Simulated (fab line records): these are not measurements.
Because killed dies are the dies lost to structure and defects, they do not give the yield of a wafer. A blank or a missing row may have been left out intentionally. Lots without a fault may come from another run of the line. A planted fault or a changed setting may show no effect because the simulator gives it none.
fab line records	flow sky130
record lots=5	wafers=15	last_day=50
route steps=708 shown DNWELL@37 PWDE@45 NWELL@56 PAD_OPEN@708
lots that met no fault: from a run of the same line without faults
start_h: hours from the record's opening day to when the first of the lot's shown wafers began	wait_h: how many hours have passed since the lot's step before this one	" same as the row above	L1.1+2: one row covering several wafers at once	- either no value or no given start	* or withheld: withheld	< > ~ a bound
route shown NAME@n: a module of which the file shows steps, and the number in the route of the first	usual: mean/standard deviation of fault-free wafers	same: alike in all rows	chamber/n: place in a boat	sites: each site's reading	_std_site: their standard deviation	_edge_site: the outer-site mean with the inner-site mean subtracted	radius_mm: for every site, how far away it sits from the centre of the wafer	mask NAME#n: copy n	behind: the tool/chamber that last shaped the wafer	hold: why the lot was held/for how many hours/how that ended	device: the n, p or np transistor that did not switch	end of line: the same wafers' tests at the end of the route	a step without rows: its recipe alone	killed: the dies lost at the first sort to structure and to defects; this is not the yield of the wafer	map: dies across one wafer; x = killed, . = not, _ = none there
set.NAME: the run value of the setting; set.NAME@STEP: its run value at that earlier step	model.NAME: the simulator's own value behind a step, which no gauge read
lots at some steps of the route; a table a step, a row a wafer
services: when a tool's chamber went out of use (start_h, in hours from the record's first day, below 0 if earlier), for how many hours, and the reason
## steps
# step SKY_DNWELL_COAT_02
# recipe spin_rpm=2000	resist_thk_nm=3000
# step SKY_DNWELL_SOFTBAKE_03
# recipe temp_c=110	time_s=withheld
# step SKY_DNWELL_EXPOSE_04
# recipe mask_id=DNM	na=0.57	target_cd_nm=3000	dose_mj=222
# step SKY_DNWELL_PEB_05
# recipe temp_c=115	time_s=withheld
# step SKY_DNWELL_DEVELOP_06
# recipe wall_angle_deg=90	developer=TMAH	develop_time_s=60	dev_temp_c=23
# step SKY_DNWELL_IMPLANT_07
# recipe species=P	energy_kev=withheld	dose_cm2=withheld	tilt_deg=withheld
# step SKY_DNWELL_STRIP_08
# recipe chemistry=O2/N2	power_w=1400	pressure_mtorr=1500	platen_temp_c=withheld	o2_flow_sccm=3000	n2_flow_sccm=300	overash_fraction=0.5
# usual drypump_motor_current_A=5.7/0.32	oes_product_au=0.722/0.0048	strip_time_to_endpoint_s=36.89/0.11
lot.wafer	tool	chamber	start_h	wait_h	drypump_motor_current_A	oes_product_au	rf_hours_counter_h	strip_time_to_endpoint_s
L618.2	plasma_asher-03	1	79.12	0.1	5.9	0.721	26	36.82
L618.4	"	1	"	"	5.9	0.725	-	36.84
L618.5	"	1	"	"	5.9	0.720	-	36.76
L620.1	plasma_asher-04	1	93.47	0.1	5.8	0.716	42	37.06
L620.3	"	0	"	"	5.9	0.715	-	37.10
L620.4	"	1	"	"	5.8	0.722	-	36.97
L622.1	plasma_asher-04	0	118.27	0.1	5.8	0.723	45	37.07
L622.2	"	1	"	"	5.8	0.722	45	37.08
L622.3	"	1	"	"	5.8	0.727	-	37.11
L628.2	plasma_asher-04	1	142.32	0.1	5.8	0.724	47	36.84
L628.5	"	1	"	"	5.8	0.718	-	36.81
L628.6	"	0	"	"	5.9	0.721	-	36.85
L635.2	plasma_asher-04	1	173.71	0.1	5.8	0.716	50	36.73
L635.4	"	1	"	"	5.8	0.722	-	36.81
L635.6	"	1	"	"	5.7	0.726	-	36.84
# step SKY_DNWELL_TW_MEAS_09
# usual DNWELL_TW=1125/8.6
lot.wafer	tool	chamber	start_h	wait_h	DNWELL_TW
L618.2	film_metro-03	-	79.23	0.1	1134
L618.4	"	-	"	"	1131
L618.5	"	-	"	"	1137
L620.1	film_metro-01	-	93.57	0.1	1133
L620.3	"	-	"	"	1121
L620.4	"	-	"	"	1129
L622.1	film_metro-02	-	118.37	0.1	1125
L622.2	"	-	"	"	1126
L622.3	"	-	"	"	1120
L628.2	film_metro-03	-	142.43	0.1	1130
L628.5	"	-	"	"	1130
L628.6	"	-	"	"	1133
L635.2	film_metro-02	-	173.82	0.1	1126
L635.4	"	-	"	"	1115
L635.6	"	-	"	"	1127
# step SKY_PWDE_DEHYDRATE_00
# recipe temp_c=200	time_s=60
# step SKY_PWDE_HMDS_01
# recipe prime_time_s=60	prime_temp_c=120
# step SKY_PWDE_COAT_02
# recipe spin_rpm=2000	resist_thk_nm=3000
# step SKY_PWDE_SOFTBAKE_03
# recipe temp_c=110	time_s=withheld
# step SKY_PWDE_EXPOSE_04
# recipe mask_id=PWDEM	na=0.6	source_shape=conventional	sigma_outer=0.6	polarization=unpolarized	target_cd_nm=840	dose_mj=214
lot.wafer	tool	chamber	start_h	wait_h	mask
L618.2+4+5	iline_stepper-02	0	87.77	-	PWDEM#0
L620.1+3+4	iline_stepper-01	0	101.73	-	DNM#0
L622.1+2+3	iline_stepper-01	0	127.68	-	PWDEM#0
L628.2+5+6	iline_stepper-02	0	152.38	-	PWDEM#0
L635.2+4+6	iline_stepper-02	0	184.95	-	PWDEM#0
# step SKY_PWDE_PEB_05
# recipe temp_c=115	time_s=withheld
# step SKY_PWDE_DEVELOP_06
# recipe wall_angle_deg=90	developer=TMAH	develop_time_s=60	dev_temp_c=23
# step SKY_PWDE_OVL_MEAS_07
# usual PWDE_OVL=0.5/1.3
lot.wafer	tool	chamber	start_h	wait_h	PWDE_OVL[nm]
L618.2	overlay-02	-	95.16	-	1.4
L618.4	"	-	"	"	1.1
L618.5	"	-	"	"	1.8
L620.1	overlay-02	-	110.20	-	-
L620.3	"	-	"	"	-
L620.4	"	-	"	"	-
L622.1	overlay-02	-	136.65	-	-0.3
L622.2	"	-	"	"	-3.3
L622.3	"	-	"	"	-0.6
L628.2	overlay-01	-	162.21	-	0.6
L628.5	"	-	"	"	0.8
L628.6	"	-	"	"	1.6
L635.2	overlay-01	-	194.56	-	1.4
L635.4	"	-	"	"	-0.2
L635.6	"	-	"	"	2.1
# step SKY_PWDE_IMPLANT_08
# recipe species=B	energy_kev=150	dose_cm2=3.6e+12	tilt_deg=withheld
# step SKY_PWDE_STRIP_09
# recipe chemistry=O2/N2	power_w=1400	pressure_mtorr=1500	platen_temp_c=withheld	o2_flow_sccm=3000	n2_flow_sccm=300	overash_fraction=0.5
# usual drypump_motor_current_A=5.5/0.43	oes_product_au=0.723/0.0046	strip_time_to_endpoint_s=36.91/0.1
lot.wafer	tool	chamber	start_h	wait_h	drypump_motor_current_A	oes_product_au	rf_hours_counter_h	strip_time_to_endpoint_s
L618.2	plasma_asher-03	1	95.34	0.1	5.9	0.725	28	36.85
L618.4	"	1	"	"	5.9	0.728	-	36.86
L618.5	"	1	"	"	5.9	0.724	-	36.89
L620.1	plasma_asher-02	0	110.39	0.1	5.7	0.722	42	37.11
L620.3	"	1	"	"	4.7	0.726	-	37.12
L620.4	"	0	"	"	5.7	0.729	-	37.08
L622.1	plasma_asher-02	1	136.84	0.1	4.7	0.727	45	36.95
L622.2	"	0	"	"	5.7	0.719	45	36.86
L622.3	"	0	"	"	5.7	0.714	-	36.88
L628.2	plasma_asher-03	1	162.39	0.1	5.9	0.727	35	36.96
L628.5	"	0	"	"	6.2	0.722	-	37.05
L628.6	"	1	"	"	5.9	0.729	-	36.97
L635.2	plasma_asher-01	0	194.74	0.1	5.4	0.724	7	37.02
L635.4	"	1	"	"	5.3	0.722	-	36.85
L635.6	"	1	"	"	5.3	0.713	-	36.92
# step SKY_PWDE_TW_MEAS_10
# usual PWDE_TW=375.5/2.4
lot.wafer	tool	chamber	start_h	wait_h	PWDE_TW
L618.2	film_metro-02	-	95.45	0.1	373.5
L618.4	"	-	"	"	375.1
L618.5	"	-	"	"	374.9
L620.1	film_metro-03	-	110.49	0.1	30.6
L620.3	"	-	"	"	30.6
L620.4	"	-	"	"	30.7
L622.1	film_metro-01	-	136.94	0.1	374.4
L622.2	"	-	"	"	374.3
L622.3	"	-	"	"	376.6
L628.2	film_metro-01	-	162.50	0.1	374.7
L628.5	"	-	"	"	373.9
L628.6	"	-	"	"	375.2
L635.2	film_metro-01	-	194.85	0.1	377.1
L635.4	"	-	"	"	375.5
L635.6	"	-	"	"	376.8
# step SKY_NWELL_DEHYDRATE_03
# recipe temp_c=200	time_s=60
# step SKY_PAD_OPEN_PROBE_99
# usual killed_at_M0_to_M3=43/7.8	killed_at_M4_up=3.2/1.7	killed_at_contacts=24/5.2	killed_at_front_end=15/4.5	killed_at_other=0.4/0.65	killed_dies=87/9.1	killed_on_rim=17/3.5	killed_open=47/7.3	killed_short=40/6.5
# same gross_dies=492	killed_at_back_side=0
lot.wafer	tool	chamber	start_h	wait_h	killed_at_M0_to_M3	killed_at_M4_up	killed_at_contacts	killed_at_front_end	killed_at_other	killed_dies	killed_on_rim	killed_open	killed_short
L618.2	prober-02	-	1098.17	0.1	45	0	20	13	1	79	17	43	36
L618.4	prober-02	-	1098.27	0.2	54	4	19	31	0	108	16	60	47
L618.5	prober-02	-	1098.32	0.2	59	4	21	19	1	104	17	56	48
L620.1	prober-02	-	1114.57	0.1	26	3	33	430	0	492	96	42	36
L620.3	prober-02	-	1114.67	0.2	42	1	25	424	0	492	96	50	46
L620.4	prober-02	-	1114.72	0.2	42	3	32	415	0	492	96	43	48
L622.1	prober-02	-	1142.17	0.1	40	4	29	18	1	92	21	49	42
L622.2	prober-02	-	1142.22	0.1	49	3	21	18	0	91	14	52	39
L622.3	prober-02	-	1142.27	0.2	53	4	24	18	2	101	17	60	40
L628.2	prober-02	-	1163.58	0.1	45	4	25	18	0	92	15	51	41
L628.5	prober-02	-	1163.73	0.2	39	2	21	15	0	77	14	41	36
L628.6	prober-02	-	1163.78	0.2	60	3	16	15	0	94	16	42	52
L635.2	prober-01	-	1194.21	0.1	51	1	21	16	0	89	18	58	31
L635.4	prober-01	-	1194.31	0.2	54	3	22	17	0	96	15	57	39
L635.6	prober-01	-	1194.41	0.2	53	5	30	14	0	102	19	49	53
# killed by level:class
L618.2 VIA2:geometric_particle:open=10 LI_CONTACT:geometric_particle:open=9 FIELD_ISO:geometric_particle:open=5 VIA1:geometric_particle:short=5 METAL1:geometric_particle:short=5 VIA1:geometric_particle:open=5 VIA3:geometric_particle:open=5 FIELD_ISO:geometric_particle:short=4
L618.4 VIA2:geometric_particle:open=11 FIELD_ISO:geometric_particle:short=8 CONTACT:geometric_particle:open=8 VIA1:geometric_particle:open=8 LI_CONTACT:geometric_particle:open=7 METAL2:geometric_particle:short=7 METAL1:geometric_particle:short=6 POLY_GATE:geometric_particle:open=5
L618.5 VIA1:geometric_particle:open=12 VIA1:geometric_particle:short=10 FIELD_ISO:geometric_particle:open=8 METAL1:geometric_particle:short=8 VIA3:geometric_particle:open=8 CONTACT:geometric_particle:open=8 VIA2:geometric_particle:open=8 FIELD_ISO:geometric_particle:short=6
L620.1 PWDE:area_expose=414 CONTACT:geometric_particle:open=10 CONTACT:geometric_particle:short=7 LI_CONTACT:geometric_particle:open=6 VIA1:geometric_particle:open=6 FIELD_ISO:geometric_particle:open=5 LOCAL_INTERCONNECT:geometric_particle:short=5 FIELD_ISO:geometric_particle:short=4
L620.3 PWDE:area_expose=396 CONTACT:geometric_particle:open=12 VIA1:geometric_particle:short=8 VIA1:geometric_particle:open=8 FIELD_ISO:geometric_particle:open=7 CONTACT:geometric_particle:short=7 METAL1:geometric_particle:short=7 FIELD_ISO:geometric_particle:short=6
L620.4 PWDE:area_expose=401 VIA1:geometric_particle:open=10 LI_CONTACT:geometric_particle:open=9 CONTACT:geometric_particle:open=9 LOCAL_INTERCONNECT:geometric_particle:short=8 VIA3:geometric_particle:open=8 METAL1:geometric_particle:short=6 METAL2:geometric_particle:short=6
L622.1 CONTACT:geometric_particle:open=13 CONTACT:geometric_particle:short=7 VIA1:geometric_particle:open=7 POLY_GATE:geometric_particle:open=5 METAL2:geometric_particle:short=5 VIA2:geometric_particle:short=5 POLY_GATE:geometric_particle:short=4 LI_CONTACT:geometric_particle:open=4
L622.2 VIA1:geometric_particle:open=10 VIA2:geometric_particle:open=10 FIELD_ISO:geometric_particle:open=7 VIA3:geometric_particle:open=6 CONTACT:geometric_particle:short=6 METAL1:geometric_particle:short=6 LI_CONTACT:geometric_particle:open=5 CONTACT:geometric_particle:open=5
L622.3 VIA1:geometric_particle:open=18 VIA2:geometric_particle:open=11 CONTACT:geometric_particle:open=9 LI_CONTACT:geometric_particle:short=6 CONTACT:geometric_particle:short=6 VIA3:geometric_particle:open=6 POLY_GATE:geometric_particle:short=5 VIA1:geometric_particle:short=4
L628.2 VIA1:geometric_particle:open=13 CONTACT:geometric_particle:open=11 VIA1:geometric_particle:short=7 FIELD_ISO:geometric_particle:short=6 FIELD_ISO:geometric_particle:open=6 VIA2:geometric_particle:open=6 VIA3:geometric_particle:open=6 LI_CONTACT:geometric_particle:open=5
L628.5 LI_CONTACT:geometric_particle:open=8 VIA1:geometric_particle:open=7 FIELD_ISO:geometric_particle:open=5 CONTACT:geometric_particle:open=5 METAL2:geometric_particle:short=5 POLY_GATE:geometric_particle:short=4 LI_CONTACT:geometric_particle:short=4 VIA2:geometric_particle:open=4
L628.6 VIA1:geometric_particle:open=13 CONTACT:geometric_particle:open=10 VIA1:geometric_particle:short=9 METAL2:geometric_particle:short=9 VIA3:geometric_particle:open=6 VIA2:geometric_particle:open=6 FIELD_ISO:geometric_particle:short=5 POLY_GATE:geometric_particle:short=5
L635.2 METAL1:geometric_particle:short=10 VIA1:geometric_particle:open=9 VIA3:geometric_particle:open=9 VIA2:geometric_particle:open=8 CONTACT:geometric_particle:open=8 POLY_GATE:geometric_particle:open=5 LI_CONTACT:geometric_particle:open=5 LOCAL_INTERCONNECT:geometric_particle:short=4
L635.4 VIA1:geometric_particle:open=12 VIA3:geometric_particle:open=9 LOCAL_INTERCONNECT:geometric_particle:short=8 VIA2:geometric_particle:open=8 METAL1:geometric_particle:short=7 LI_CONTACT:geometric_particle:open=6 METAL1:geometric_particle:open=5 VIA1:geometric_particle:short=5
L635.6 CONTACT:geometric_particle:open=11 VIA1:geometric_particle:open=10 CONTACT:geometric_particle:short=9 VIA3:geometric_particle:short=8 METAL1:geometric_particle:short=7 VIA3:geometric_particle:open=7 FIELD_ISO:geometric_particle:short=5 METAL2:geometric_particle:short=5
# map L620.1 (x killed, . not)
__________xxxxxxxxxx_________
________xxxxxxxxxxxxxx_______
______xxxxxxxxxxxxxxxxxx_____
_____xxxxxxxxxxxxxxxxxxxx____
____xxxxxxxxxxxxxxxxxxxxxx___
___xxxxxxxxxxxxxxxxxxxxxxxx__
__xxxxxxxxxxxxxxxxxxxxxxxxxx_
_xxxxxxxxxxxxxxxxxxxxxxxxxxxx
_xxxxxxxxxxxxxxxxxxxxxxxxxxxx
_xxxxxxxxxxxxxxxxxxxxxxxxxxxx
_xxxxxxxxxxxxxxxxxxxxxxxxxxxx
_xxxxxxxxxxxxxxxxxxxxxxxxxxxx
_xxxxxxxxxxxxxxxxxxxxxxxxxxxx
_xxxxxxxxxxxxxxxxxxxxxxxxxxxx
_xxxxxxxxxxxxxxxxxxxxxxxxxxxx
__xxxxxxxxxxxxxxxxxxxxxxxxxx_
___xxxxxxxxxxxxxxxxxxxxxxxx__
____xxxxxxxxxxxxxxxxxxxxxx___
_____xxxxxxxxxxxxxxxxxxxx____
______xxxxxxxxxxxxxxxxxx_____
________xxxxxxxxxxxxxx_______
__________xxxxxxxxxx_________
# map L622.3 (x killed, . not)
__________.x........_________
________......x......._______
______......x.....x....x_____
_____.x......x....x.....x____
____....x.x....x.....x...x___
___...x..........x.......x.__
__.xx..x....x.....x........._
_x..xx.x.xxx...........x...xx
_..x............x.....xx...x.
_...xx.....xx....x....x...xx.
_x.x...x....x................
_..xx....x.x.x...x...........
_.xx..x.x...x.......x..xx....
_......x........x..xxx...x...
_x....x.......x............x.
__x.xxxx.x.x......x......x.._
___x.x.....x..xx.x.........__
____..x.x...x.......x.....___
_____....x......xx.....x.____
______..x....x.....x...._____
________...x...x......_______
__________.........._________
## services
tool	chamber	start_h	hours	kind
iline_stepper-01	-	65.59	1.7	pm
plasma_asher-01	-	80.62	2.5	repair
iline_stepper-01	-	85.68	2.6	repair
plasma_asher-01	-	108.75	9.0	pm
plasma_asher-01	0	108.75	9.0	vent_cycle
plasma_asher-01	1	108.75	9.0	vent_cycle
plasma_asher-01	0	117.75	-	clean
plasma_asher-01	1	117.75	-	clean
iline_stepper-02	-	139.38	1.7	pm
iline_stepper-02	0	158.56	-	calibration
iline_stepper-01	0	158.72	-	calibration
plasma_asher-04	-	174.69	1.4	repair
iline_stepper-01	-	177.83	4.3	pm
plasma_asher-04	-	178.73	0.9	repair
plasma_asher-03	-	187.37	1.5	repair
## key
first_sign step=SKY_PWDE_EXPOSE_04	reading=mask	direction=changed
effect step=SKY_PWDE_OVL_MEAS_07	reading=PWDE_OVL	direction=missing
effect step=SKY_PWDE_TW_MEAS_10	reading=PWDE_TW	direction=down	sigmas=99+	usual=375.5	struck=30.6
effect step=SKY_PAD_OPEN_PROBE_99	reading=killed_at_front_end	direction=up	sigmas=91	usual=15	struck=423
more_kills_born_at SKY_PWDE_EXPOSE_04@iline_stepper-01=1211
met_at SKY_PWDE_EXPOSE_04
struck_wafers L620.1,L620.3,L620.4
tester_left_out L620
fault kind=wrong_mask	tool=any	chamber=-	onset_h=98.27	steps=SKY_PWDE_EXPOSE_04	aux_copy=DNM#0	scope=struck_lots_only
# tester_left_out: of these lots the tester's yield and bins aren't shown, on N5 and GAA mostly nor the transistor test; their killed dies are dies lost to structure and defects alone, not to doping, threshold or leakage, so they don't give the yield
